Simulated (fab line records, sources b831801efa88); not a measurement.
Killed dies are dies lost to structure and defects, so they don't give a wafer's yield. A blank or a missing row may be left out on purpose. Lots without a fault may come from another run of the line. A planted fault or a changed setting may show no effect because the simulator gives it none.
Which tool did it? | flow gf180mcu | 12 lots, 36 wafers sampled, at 3 steps of a route of 602

WHAT THE GAUGES READ, wafer by wafer
GF_V2_THK_MEAS_25: measures by xrf.
lot  | measured     | on            | V2_W_THK (nm)
L357 | day 20 16:04 | film_metro-03 | 339 336 339
L360 | day 22 02:26 | film_metro-03 | 344 352 346
L361 | day 22 03:03 | film_metro-01 | 358 357 350
L362 | day 22 13:46 | film_metro-01 | 354 349 353
L364 | day 23 06:49 | film_metro-01 | 350 353 351
L368 | day 24 16:56 | film_metro-04 | 351 348 349
L369 | day 24 22:54 | film_metro-01 | 359 358 353
L370 | day 25 07:23 | film_metro-03 | 338 340 336
L376 | day 27 12:05 | film_metro-03 | 339 342 337
L377 | day 27 18:35 | film_metro-01 | 355 358 349
L378 | day 27 22:22 | film_metro-04 | 356 345 345
L379 | day 28 08:26 | film_metro-01 | 349 350 348

GF_V3_BOW_MEAS_05.
lot  | measured     | on            | V3_BOW (um)
L357 | day 21 17:44 | film_metro-02 | 121 123 114
L360 | day 23 03:13 | film_metro-02 | 117 119 125
L361 | day 23 03:16 | film_metro-01 | 127 122 139
L362 | day 23 13:43 | film_metro-02 | 116 116 120
L364 | day 24 07:22 | film_metro-01 | 113 118 107
L368 | day 25 16:31 | film_metro-01 | 118 115 106
L369 | day 25 22:01 | film_metro-03 | 117 115 109
L370 | day 26 06:27 | film_metro-03 | 102 109 124
L376 | day 28 09:32 | film_metro-01 | 110 109 122
L377 | day 28 16:34 | film_metro-03 | 111 118 104
L378 | day 28 19:37 | film_metro-02 | 102 106 102
L379 | day 29 05:14 | film_metro-02 | 117 115 121

WHICH TOOL RAN EACH LOT (tool, then ch and the chambers of the sampled wafers, then the start)
lot  | GF_M2_STRIP_17
L357 | plasma_asher-01 ch 0,1, day 19 13:25
L360 | plasma_asher-01 ch 0,1, day 21 00:32
L361 | plasma_asher-04 ch 0,1, day 21 00:46
L362 | plasma_asher-01 ch 0,1, day 21 11:55
L364 | plasma_asher-04 ch 0,1, day 22 05:35
L368 | plasma_asher-02 ch 0,1, day 23 16:26
L369 | plasma_asher-01 ch 0, day 23 22:58
L370 | plasma_asher-02 ch 0,1, day 24 06:41
L376 | plasma_asher-01 ch 0,1, day 26 13:17
L377 | plasma_asher-02 ch 0,1, day 26 20:04
L378 | plasma_asher-04 ch 0,1, day 26 23:55
L379 | plasma_asher-01 ch 0,1, day 27 10:35
- GF_M2_STRIP_17: strips in O2/N2.

WHAT THE TOOLS THEMSELVES READ (means of the sampled wafers that have a number; where no wafer has one, the mark that the record gives instead)
GF_M2_STRIP_17.
lot  | tool            | chamber_pressure_mTorr (mTorr) | drypump_motor_current_A (A) | heater_power_w (W) | o2_flow_sccm (sccm) | oes_product_au (a.u.) | strip_time_to_endpoint_s (s)
L357 | plasma_asher-01 | 1500.1                         | 5.7                         | 317                | 3010                | 0.538                 | 7.42
L360 | plasma_asher-01 | 1500.1                         | 5.6                         | 344                | 3013                | 0.540                 | 7.39
L361 | plasma_asher-04 | 1499.9                         | 6.0                         | 335                | 3003                | 0.537                 | 7.36
L362 | plasma_asher-01 | 1500.4                         | 5.7                         | 319                | 3001                | 0.537                 | 7.33
L364 | plasma_asher-04 | 1499.7                         | 6.0                         | 338                | 2996                | 0.540                 | 7.44
L368 | plasma_asher-02 | 1500.2                         | 6.2                         | 338                | 3005                | 0.539                 | 7.46
L369 | plasma_asher-01 | 1500.8                         | 5.8                         | 299                | 2997                | 0.539                 | 7.46
L370 | plasma_asher-02 | 1500.1                         | 6.1                         | 329                | 2985                | 0.540                 | 7.38
L376 | plasma_asher-01 | 1500.5                         | 5.7                         | 316                | 2997                | 0.545                 | 7.45
L377 | plasma_asher-02 | 1499.0                         | 6.2                         | 334                | 3005                | 0.540                 | 7.42
L378 | plasma_asher-04 | 1498.6                         | 5.9                         | 333                | 3002                | 0.542                 | 7.41
L379 | plasma_asher-01 | 1499.7                         | 5.7                         | 321                | 2994                | 0.535                 | 7.39

THE ANSWER, worked out from the rows above alone
Rule: what is usual is taken from the lots themselves. Put in order of their means at a reading, lots are off if they are a third of the lots or fewer, leave a main group of 4 or more, and stand apart from it by a gap of 3 or more times the standard deviation of the main group's means; of several such gaps the widest counts. A main group whose means are all the same, to the digits that the tables above print for the reading, isn't used. A lot without any number at a reading at which 4 lots or more have one is off too. The other lots that the step has rows for count as sound. The gauges are gone through in route order, then the tools' own readings, and for those a lot's mean is taken as printed above. The first step at which some lot is off is used, and at that step the reading that is off furthest; a lot without a number counts as furthest.
No lot is off at any reading shown: from this, nothing can be told.

WHAT THE SIMULATOR HAD PUT IN
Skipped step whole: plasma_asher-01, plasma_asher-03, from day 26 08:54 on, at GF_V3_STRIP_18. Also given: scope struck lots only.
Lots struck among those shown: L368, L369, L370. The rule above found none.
